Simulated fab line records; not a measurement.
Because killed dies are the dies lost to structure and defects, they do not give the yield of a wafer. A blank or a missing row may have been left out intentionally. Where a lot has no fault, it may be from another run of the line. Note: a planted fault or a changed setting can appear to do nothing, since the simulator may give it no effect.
fab line records | flow sky130
[record] lots = 12 | wafers = 35 | last-day = 50
route steps=708 shown FIELD_ISO@28 VT_ADJUST_HVTP@92 VT_ADJUST_NCORE@125 SONOS_ONO@183
lots that met no fault: taken from a fault-free run of the same line
start-h: hours from the record's opening day to when the first of the lot's shown wafers began | wait-h: hours since the lot's step before | " unchanged from the row above | L1.1+2: a row that stands for several wafers | - no value, or no start given | * or withheld: withheld | < > ~ a bound
route shown NAME@n: a module of which the file shows steps, and the number in the route of the first | usual: mean/standard deviation of fault-free wafers | same: alike in all rows | chamber/n: place in a boat | sites: readings site by site | _std_site: the values' standard deviation | _edge_site: the outer-site mean with the inner-site mean subtracted | radius-mm: for every site, how far away it sits from the centre of the wafer | mask NAME#n: copy n | behind: the most recent tool/chamber to have shaped the wafer | hold: why the lot went on hold/how many hours it stayed there/how the hold came to an end | device: the transistor (n, p or np) that didn't switch | end of line: the same wafers' tests at the end of the route | a step given without rows: its recipe and nothing more | killed: count of dies lost to structure and defects at first sort (not the wafer's yield) | map: a wafer's dies, marking killed ones x, the rest . and places with no die _
set.NAME: the run value of the setting; set.NAME@STEP: its run value at that earlier step | model.NAME: the simulator's own value behind a step, which no gauge read
one table for each step of the route and one row for each wafer, over a sample of lots
services: from which hour (start-h, from the record's first day; less than 0 if before it) a tool's chamber was out of use, for how many hours, and why
[[steps]]
[step SKY_FIELD_ISO_CMP_27]
[recipe] stop-on = Si3N4 | t-overpolish-s = 16 | down-force-psi = 4 | platen-rpm = 60 | target-thk-nm = 457.8 | pad-velocity-m-s = 0.94248
[usual] motor-current-A = 11.7/0.84 | overpolish-run-s = 16.000/0.0083 | time-to-endpoint-s = 112/4.3
lot.wafer | tool   | chamber | start-h | wait-h | motor-current-A | overpolish-run-s | time-to-endpoint-s
L757.3    | cmp-01 | 3       | 40.69   | 0.1    | 12.4            | 15.982           | 111
L757.1    | "      | 1       | "       | "      | 11.2            | 15.990           | 118
L757.5    | "      | 3       | "       | "      | 11.9            | 15.998           | 120
L758.2    | cmp-02 | 2       | 44.52   | 0.1    | 11.6            | 15.990           | 110
L758.4    | "      | 3       | "       | "      | 10.8            | 16.004           | 111
L758.5    | "      | 3       | "       | "      | 11.1            | 16.001           | 112
L759.1    | cmp-01 | 2       | 50.16   | 0.0    | 13.3            | 16.009           | 112
L759.4    | "      | 3       | "       | "      | 12.5            | 16.002           | 111
L759.5    | "      | 3       | "       | "      | 12.1            | 16.006           | 111
L760.1    | cmp-01 | 3       | 54.52   | 0.1    | 12.4            | 15.997           | 117
L760.2    | "      | 0       | "       | "      | 10.3            | 15.988           | 112
L760.5    | "      | 2       | "       | "      | 13.0            | 15.993           | 114
L761.1    | cmp-01 | 0       | 60.38   | 0.1    | 10.4            | 16.009           | 110
L761.3    | "      | 2       | "       | "      | 13.4            | 16.004           | 117
L761.6    | "      | 0       | "       | "      | 9.7             | 16.012           | 113
L763.2    | cmp-01 | 0       | 71.71   | 0.1    | 10.3            | 16.013           | 111
L763.6    | "      | 2       | "       | "      | 13.1            | 16.009           | 116
L763.5    | "      | 3       | "       | "      | 12.4            | 16.003           | 116
L767.2    | cmp-01 | 1       | 97.60   | 0.1    | 12.0            | 16.000           | 119
L767.6    | "      | 0       | "       | "      | 10.1            | 15.992           | 106
L771.1    | cmp-02 | 1       | 119.48  | 0.0    | 11.2            | 16.009           | 108
L771.4    | "      | 2       | "       | "      | 12.2            | 16.003           | 107
L771.3    | "      | 0       | "       | "      | 11.6            | 16.008           | 108
L775.1    | cmp-02 | 3       | 136.22  | 0.0    | 10.9            | 15.998           | 116
L775.3    | "      | 1       | "       | "      | 12.0            | 16.002           | 115
L775.6    | "      | 0       | "       | "      | 11.3            | 16.003           | 110
L777.1    | cmp-01 | 1       | 144.49  | 0.1    | 12.3            | 16.005           | 119
L777.3    | "      | 2       | "       | "      | 12.8            | 16.010           | 116
L777.6    | "      | 0       | "       | "      | 10.5            | 15.979           | 107
L778.3    | cmp-02 | 0       | 149.53  | 0.0    | 11.5            | 15.996           | 109
L778.1    | "      | 3       | "       | "      | 10.9            | 16.001           | 114
L778.5    | "      | 1       | "       | "      | 11.6            | 16.002           | 105
L779.3    | cmp-02 | 0       | 154.58  | 0.1    | 10.7            | 15.999           | 109
L779.1    | "      | 2       | "       | "      | 11.4            | 15.985           | 111
L779.5    | "      | 3       | "       | "      | 11.0            | 16.004           | 114
[step SKY_VT_ADJUST_HVTP_CD_MEAS_07]
[recipe] target-cd-nm = 380
[usual] cd-nm = 380.2/2.9
lot.wafer | tool      | chamber | start-h | wait-h | cd-nm
L757.1    | cd-sem-01 | -       | 126.91  | 0.1    | 372.9
L757.3    | "         | -       | "       | "      | 374.2
L757.5    | "         | -       | "       | "      | 374.1
L758.2    | cd-sem-02 | -       | 132.99  | 0.1    | 376.9
L758.4    | "         | -       | "       | "      | 379.4
L758.5    | "         | -       | "       | "      | 379.6
L759.1    | cd-sem-02 | -       | 141.91  | 0.1    | 383.1
L759.4    | "         | -       | "       | "      | 382.3
L759.5    | "         | -       | "       | "      | 381.5
L760.1    | cd-sem-02 | -       | 143.16  | 0.1    | 379.1
L760.2    | "         | -       | "       | "      | 378.6
L760.5    | "         | -       | "       | "      | 379.8
L761.1    | cd-sem-01 | -       | 150.91  | 0.1    | 378.4
L761.3    | "         | -       | "       | "      | 380.2
L761.6    | "         | -       | "       | "      | 379.8
L763.2    | cd-sem-02 | -       | 167.27  | 0.1    | 385.1
L763.5    | "         | -       | "       | "      | 382.0
L763.6    | "         | -       | "       | "      | 382.7
L767.2    | cd-sem-01 | -       | 198.18  | 0.1    | 381.2
L767.6    | "         | -       | "       | "      | 381.8
L771.1    | cd-sem-01 | -       | 225.07  | 0.1    | 377.9
L771.3    | "         | -       | "       | "      | 377.3
L771.4    | "         | -       | "       | "      | 377.9
L775.1    | cd-sem-02 | -       | 242.75  | 0.1    | 379.2
L775.3    | "         | -       | "       | "      | 379.0
L775.6    | "         | -       | "       | "      | 376.6
L777.1    | cd-sem-02 | -       | 258.10  | 0.1    | 386.0
L777.3    | "         | -       | "       | "      | 384.2
L777.6    | "         | -       | "       | "      | 384.6
L778.1    | cd-sem-01 | -       | 262.70  | 0.1    | 379.2
L778.3    | "         | -       | "       | "      | 380.0
L778.5    | "         | -       | "       | "      | 381.2
L779.1    | cd-sem-02 | -       | 266.26  | 0.1    | 374.9
L779.3    | "         | -       | "       | "      | 374.3
L779.5    | "         | -       | "       | "      | 378.0
[step SKY_VT_ADJUST_NCORE_DEVELOP_06]
[recipe] resist = NOVOLAK | developer = TMAH | develop-time-s = 60 | dev-temp-c = 23
[usual] resist-line-temp-C = 23.02/0.12
lot.wafer | tool           | chamber | start-h | wait-h | resist-line-temp-C
L757.1    | litho-track-01 | 0       | 186.56  | 0.1    | 23.11
L757.3    | "              | 0       | "       | "      | 23.06
L757.5    | "              | 0       | "       | "      | 23.15
L758.2    | litho-track-01 | 0       | 194.08  | 0.1    | 22.94
L758.4    | "              | 0       | "       | "      | 22.94
L758.5    | "              | 0       | "       | "      | 22.90
L759.1    | litho-track-01 | 0       | 199.61  | 0.1    | 22.88
L759.4    | "              | 0       | "       | "      | 22.92
L759.5    | "              | 0       | "       | "      | 22.91
L760.1    | litho-track-04 | 0       | 203.41  | 0.1    | 23.13
L760.2    | "              | 0       | "       | "      | 23.03
L760.5    | "              | 0       | "       | "      | 23.05
L761.1    | litho-track-03 | 0       | 212.35  | 0.1    | 23.21
L761.3    | "              | 0       | "       | "      | 23.06
L761.6    | "              | 0       | "       | "      | 23.20
L763.2    | litho-track-03 | 0       | 228.02  | 0.1    | 23.05
L763.5    | "              | 0       | "       | "      | 22.95
L763.6    | "              | 0       | "       | "      | 23.17
L767.2    | litho-track-03 | 0       | 266.37  | 0.1    | 22.94
L767.6    | "              | 0       | "       | "      | 23.06
L771.1    | litho-track-04 | 0       | 296.26  | 0.1    | 23.09
L771.3    | "              | 0       | "       | "      | 22.93
L771.4    | "              | 0       | "       | "      | 22.96
L775.1    | litho-track-01 | 0       | 317.31  | 0.1    | 22.97
L775.3    | "              | 0       | "       | "      | 23.07
L775.6    | "              | 0       | "       | "      | 23.14
L777.1    | litho-track-01 | 0       | 333.71  | 0.1    | 22.77
L777.3    | "              | 0       | "       | "      | 22.80
L777.6    | "              | 0       | "       | "      | 22.86
L778.1    | litho-track-01 | 0       | 340.11  | 0.1    | 22.93
L778.3    | "              | 0       | "       | "      | 22.87
L778.5    | "              | 0       | "       | "      | 22.84
L779.1    | litho-track-04 | 0       | 343.21  | 0.1    | 22.89
L779.3    | "              | 0       | "       | "      | 22.81
L779.5    | "              | 0       | "       | "      | 22.91
[step SKY_VT_ADJUST_NCORE_CD_MEAS_07]
[recipe] target-cd-nm = 380
[usual] cd-nm = 379.8/2.4
lot.wafer | tool      | chamber | start-h | wait-h | cd-nm
L757.1    | cd-sem-01 | -       | 186.71  | 0.1    | 380.4
L757.3    | "         | -       | "       | "      | 380.9
L757.5    | "         | -       | "       | "      | 379.7
L758.2    | cd-sem-01 | -       | 194.23  | 0.1    | 376.3
L758.4    | "         | -       | "       | "      | 379.5
L758.5    | "         | -       | "       | "      | 378.0
L759.1    | cd-sem-01 | -       | 199.76  | 0.1    | 381.7
L759.4    | "         | -       | "       | "      | 381.9
L759.5    | "         | -       | "       | "      | 382.1
L760.1    | cd-sem-01 | -       | 203.56  | 0.1    | 381.3
L760.2    | "         | -       | "       | "      | 379.3
L760.5    | "         | -       | "       | "      | 381.3
L761.1    | cd-sem-02 | -       | 212.50  | 0.1    | 378.2
L761.3    | "         | -       | "       | "      | 378.5
L761.6    | "         | -       | "       | "      | 379.0
L763.2    | cd-sem-01 | -       | 228.17  | 0.1    | 380.8
L763.5    | "         | -       | "       | "      | 382.2
L763.6    | "         | -       | "       | "      | 379.8
L767.2    | cd-sem-01 | -       | 266.52  | 0.1    | 371.3
L767.6    | "         | -       | "       | "      | 377.4
L771.1    | cd-sem-01 | -       | 296.41  | 0.1    | 379.8
L771.3    | "         | -       | "       | "      | 379.9
L771.4    | "         | -       | "       | "      | 381.2
L775.1    | cd-sem-02 | -       | 317.46  | 0.1    | 380.9
L775.3    | "         | -       | "       | "      | 381.6
L775.6    | "         | -       | "       | "      | 378.4
L777.1    | cd-sem-01 | -       | 333.86  | 0.1    | 376.8
L777.3    | "         | -       | "       | "      | 378.1
L777.6    | "         | -       | "       | "      | 378.6
L778.1    | cd-sem-01 | -       | 340.26  | 0.1    | 374.8
L778.3    | "         | -       | "       | "      | 374.0
L778.5    | "         | -       | "       | "      | 371.3
L779.1    | cd-sem-02 | -       | 343.36  | 0.1    | 384.6
L779.3    | "         | -       | "       | "      | 383.2
L779.5    | "         | -       | "       | "      | 387.2
[step SKY_SONOS_ONO_ETCH_15]
[recipe] target-depth-nm = 19.52 | chemistry = CHF3/O2 | source-w = 600 | bias-w = 200 | pressure-mtorr = 40 | chf3-flow-sccm = 50 | O2_flow_sccm = 5 | time-s = 7.8
[usual] drypump-motor-current-A = 5.9/0.38 | oes-product-au = 0.999/0.011 | throttle-valve-pct = 8.824/0.0093
lot.wafer | tool        | chamber | start-h | wait-h | drypump-motor-current-A | oes-product-au | rf-hours-counter-h | throttle-valve-pct
L757.1    | rie-diel-03 | 1       | 279.91  | 0.0    | 5.7                     | 1.011          | 27                 | 8.831
L757.3    | "           | 0       | "       | "      | 5.9                     | 1.010          | 2                  | 8.820
L757.5    | "           | 0       | "       | "      | 5.8                     | 1.010          | -                  | 8.856
L758.2    | rie-diel-02 | 3       | 292.66  | 0.0    | 5.8                     | 1.002          | 26                 | 8.840
L758.4    | "           | 3       | "       | "      | 5.8                     | 1.002          | -                  | 8.836
L758.5    | "           | 0       | "       | "      | 6.3                     | 0.986          | -                  | 8.819
L759.1    | rie-diel-02 | 2       | 299.61  | 0.0    | 6.2                     | 1.006          | 64                 | 8.822
L759.4    | "           | 3       | "       | "      | 5.8                     | 1.000          | -                  | 8.819
L759.5    | "           | 0       | "       | "      | 6.3                     | 0.990          | -                  | 8.828
L760.1    | rie-diel-03 | 2       | 303.41  | 0.0    | 5.4                     | 0.992          | 27                 | 8.822
L760.2    | "           | 3       | "       | "      | 5.8                     | 1.002          | 93                 | 8.837
L760.5    | "           | 2       | "       | "      | 5.4                     | 0.988          | -                  | 8.830
L761.1    | rie-diel-03 | 2       | 312.96  | 0.0    | 5.4                     | 0.987          | 27                 | 8.828
L761.3    | "           | 3       | "       | "      | 5.8                     | 1.002          | 93                 | 8.827
L761.6    | "           | 1       | "       | "      | 5.7                     | 1.011          | -                  | 8.832
L763.2    | rie-diel-02 | 2       | 334.00  | 0.0    | 6.2                     | 1.003          | 64                 | 8.826
L763.5    | "           | 2       | "       | "      | 6.2                     | 0.998          | -                  | 8.822
L763.6    | "           | 1       | "       | "      | 6.1                     | 0.968          | -                  | 8.809
L767.2    | rie-diel-02 | 3       | 382.06  | 0.0    | 5.8                     | 0.997          | 28                 | 8.814
L767.6    | "           | 1       | "       | "      | 6.1                     | 0.996          | -                  | 8.828
L771.1    | rie-diel-04 | 1       | 413.60  | 0.0    | 5.7                     | 1.016          | 2                  | 8.834
L771.3    | "           | 0       | "       | "      | 4.9                     | 1.005          | 3                  | 8.808
L771.4    | "           | 3       | "       | "      | 6.7                     | 1.010          | 7                  | 8.811
L775.1    | rie-diel-02 | 1       | 454.20  | 0.0    | 6.1                     | 0.978          | 3                  | 8.828
L775.3    | "           | 2       | "       | "      | 6.2                     | 0.992          | 66                 | 8.823
L775.6    | "           | 0       | "       | "      | 6.3                     | 0.990          | -                  | 8.809
L777.1    | rie-diel-02 | 1       | 459.91  | 0.0    | 6.1                     | 0.985          | 3                  | 8.810
L777.3    | "           | 3       | "       | "      | 5.8                     | 1.010          | 29                 | 8.823
L777.6    | "           | 0       | "       | "      | 6.3                     | 0.992          | -                  | 8.829
L778.1    | rie-diel-03 | 0       | 464.56  | 0.0    | 5.8                     | 1.013          | 6                  | 8.825
L778.3    | "           | 2       | "       | "      | 5.4                     | 0.991          | 31                 | 8.829
L778.5    | "           | 2       | "       | "      | 5.4                     | 0.994          | -                  | 8.831
L779.1    | rie-diel-04 | 1       | 464.65  | 0.0    | 5.7                     | 0.989          | 3                  | 8.827
L779.3    | "           | 2       | "       | "      | 5.6                     | 1.006          | 10                 | 8.823
L779.5    | "           | 0       | "       | "      | 4.9                     | 0.998          | -                  | 8.801
[[services]]
tool        | chamber | start-h | hours | kind
cmp-02      | -       | 28.86   | 3.7   | repair
cmp-01      | -       | 39.73   | 0.9   | repair
cmp-01      | -       | 43.58   | 3.2   | pm
cmp-01      | -       | 64.15   | 4.0   | pm
rie-diel-02 | 1       | 114.97  | 8.6   | repair
cmp-01      | -       | 122.19  | 2.0   | repair
cmp-02      | -       | 169.80  | 1.5   | repair
rie-diel-02 | -       | 177.57  | 14.6  | pm
cmp-02      | -       | 177.81  | 1.9   | repair
cmp-01      | -       | 189.59  | 1.0   | repair
cmp-02      | -       | 191.50  | 0.5   | repair
rie-diel-02 | -       | 201.42  | 2.8   | pm
rie-diel-02 | -       | 212.87  | 4.0   | pm
cmp-01      | -       | 220.11  | 1.1   | repair
cmp-02      | -       | 232.00  | 4.0   | pm
cmp-01      | -       | 260.98  | 2.5   | repair
rie-diel-02 | 2       | 271.98  | 7.0   | repair
rie-diel-02 | 0       | 272.75  | 10.6  | repair
rie-diel-02 | -       | 278.92  | 2.5   | repair
cmp-01      | -       | 303.77  | 8.6   | pm
cmp-01      | -       | 314.88  | 0.9   | repair
rie-diel-02 | 1       | 388.93  | 3.6   | repair
cmp-01      | -       | 404.15  | 4.0   | pm
cmp-01      | -       | 412.58  | 5.5   | pm
[[key]]
[first-sign] step = SKY_VT_ADJUST_NCORE_CD_MEAS_07 | reading = cd-nm | direction = down | sigmas = 3.5 | usual = 379.8 | struck = 371.3
effect none on later readings
met-at SKY_VT_ADJUST_NCORE_DEVELOP_06
struck-lots L767
struck-wafers L767.2
tester-left-out L767
not-acting-at SKY_FIELD_ISO_CMP_27,SKY_VT_ADJUST_HVTP_CD_MEAS_07,SKY_SONOS_ONO_ETCH_15
onset-between 228.02 266.37
[fault] kind = process-parameter-drift | tool = litho-track-03 | chamber = - | onset-h = 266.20 | steps = SKY_VT_ADJUST_NCORE_DEVELOP_06 | channel = develop-time-s | offset = * | shape = step | end-h = 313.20 | scope = struck-wafers-only | acts-in = * | stated = *
// tester-left-out: of these lots the tester's yield and bins aren't shown, on N5 and GAA mostly nor the transistor test; their killed dies are dies lost to structure and defects alone, not to doping, threshold or leakage, so they don't give the yield
